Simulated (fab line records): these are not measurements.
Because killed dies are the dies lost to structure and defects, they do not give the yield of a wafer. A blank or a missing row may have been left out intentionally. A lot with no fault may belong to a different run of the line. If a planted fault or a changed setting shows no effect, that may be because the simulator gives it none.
Struck lot and sound lot, side by side | flow sky130 | 16 steps out of a route of 708
Sound: these wafers, L112.1, L112.3, L112.5. Struck: wafers L121.1, L121.2, L121.4. The cause comes at the end.
Each step with rows lists, per side, the tool, then ch with its chambers, then its first start. Under that, the readings that differ: sound wafers | struck wafers | difference of the means | sigmas: that difference in standard deviations of wafers without a fault.
alike: same words and numbers on both sides, and readings whose means sit less than 2 such deviations apart. not compared: any withheld reading, any reading some wafer has no value for, any bound like >300 that may hide the same value, and any number with overlapping values for which the record gives no deviation.
Wherever a step has rows on one side only, a row that says differs or no value, or a row with sigmas, the two part there. Numbers that have no deviation but don't overlap get no sigmas and don't part them. A reading that every wafer of one side lacks parts them only if that side has two wafers or more.

first, 5 steps without rows for these wafers: SKY_SD_N_COAT_02 (resist thk 1140 nm); SKY_SD_N_SOFTBAKE_03 (time 60 s); SKY_SD_N_EXPOSE_04 (exposes mask NSDM, target cd 380 nm); SKY_SD_N_PEB_05; SKY_SD_N_DEVELOP_06 (develop time 60 s).
SKY_SD_N_CD_MEAS_07: target cd 380 nm.
  sound on cd_sem-02, day 30 09:52; struck on cd_sem-02, day 30 18:58
  reading    | sound             | struck            | difference | sigmas
  cd_nm (nm) | 383.3 382.8 384.2 | 374.3 375.9 375.5 | -8.2       | -3
SKY_SD_N_OVL_MEAS_08:
  sound on overlay-02, day 30 09:59; struck on overlay-02, day 30 19:05
  reading       | sound       | struck       | difference | sigmas
  SD_N_OVL (nm) | 3.4 2.5 2.1 | 0.3 -0.6 0.1 | -2.7       | -2
then, 2 steps without rows for these wafers: SKY_SD_N_IMPLANT_09; SKY_SD_N_IMPLANT_10.
SKY_SD_N_STRIP_11: strips in O2/N2.
  sound on plasma_asher-01 ch 0,1, day 30 10:19; struck on plasma_asher-01 ch 0,1, day 30 19:26
  alike: drypump_motor_current_A, oes_product_au, strip_time_to_endpoint_s
  not compared: rf_hours_counter_h
SKY_SD_N_TW_MEAS_12:
  sound on film_metro-02, day 30 10:25; struck on film_metro-03, day 30 19:32
  reading | sound          | struck         | difference | sigmas
  SD_N_TW | 4036 4056 4074 | 3952 3947 3964 | -101       | -2
then, 1 step without rows for these wafers: SKY_SD_N_CLEAN_13 (cleans in SC1/SC2, time 150 s).
SKY_SD_N_RTA_14: time 2 s.
  sound on rtp_anneal-01 ch 0, day 30 10:32; struck on rtp_anneal-02 ch 0, day 30 19:38
  reading            | sound             | struck            | difference | sigmas
  lamp_power_pct (%) | 15.69 15.68 15.84 | 14.72 14.85 14.86 | -0.93      | -16
  alike: wafer_temp_C_max
SKY_SD_N_RS_MEAS_16: the measuring method here is four-point-probe.
  sound on film_metro-03, day 30 10:43; struck on film_metro-04, day 30 20:10
  reading          | sound             | struck            | difference | sigmas
  SD_N_RS (ohm/sq) | 68.53 68.56 68.53 | 73.08 73.15 73.12 | +4.58      | +42
  not compared: hold
SKY_SD_N_RS_MEAS_17: the measuring method here is four-point-probe.
  sound on film_metro-03, day 30 10:50; struck on film_metro-04, day 31 02:10
  reading          | sound             | struck            | difference | sigmas
  SD_P_RS (ohm/sq) | 146.8 147.3 147.5 | 174.5 174.2 174.1 | +27.1      | +71
  not compared: hold
SKY_PAD_OPEN_PROBE_99:
  sound wafers here have rows in the record (prober-02, day 48 07:49); struck ones have none

WHERE THEY PART
Earliest at SKY_SD_N_CD_MEAS_07; latest, in this record, at SKY_PAD_OPEN_PROBE_99.

WHY: the cause the simulator had injected
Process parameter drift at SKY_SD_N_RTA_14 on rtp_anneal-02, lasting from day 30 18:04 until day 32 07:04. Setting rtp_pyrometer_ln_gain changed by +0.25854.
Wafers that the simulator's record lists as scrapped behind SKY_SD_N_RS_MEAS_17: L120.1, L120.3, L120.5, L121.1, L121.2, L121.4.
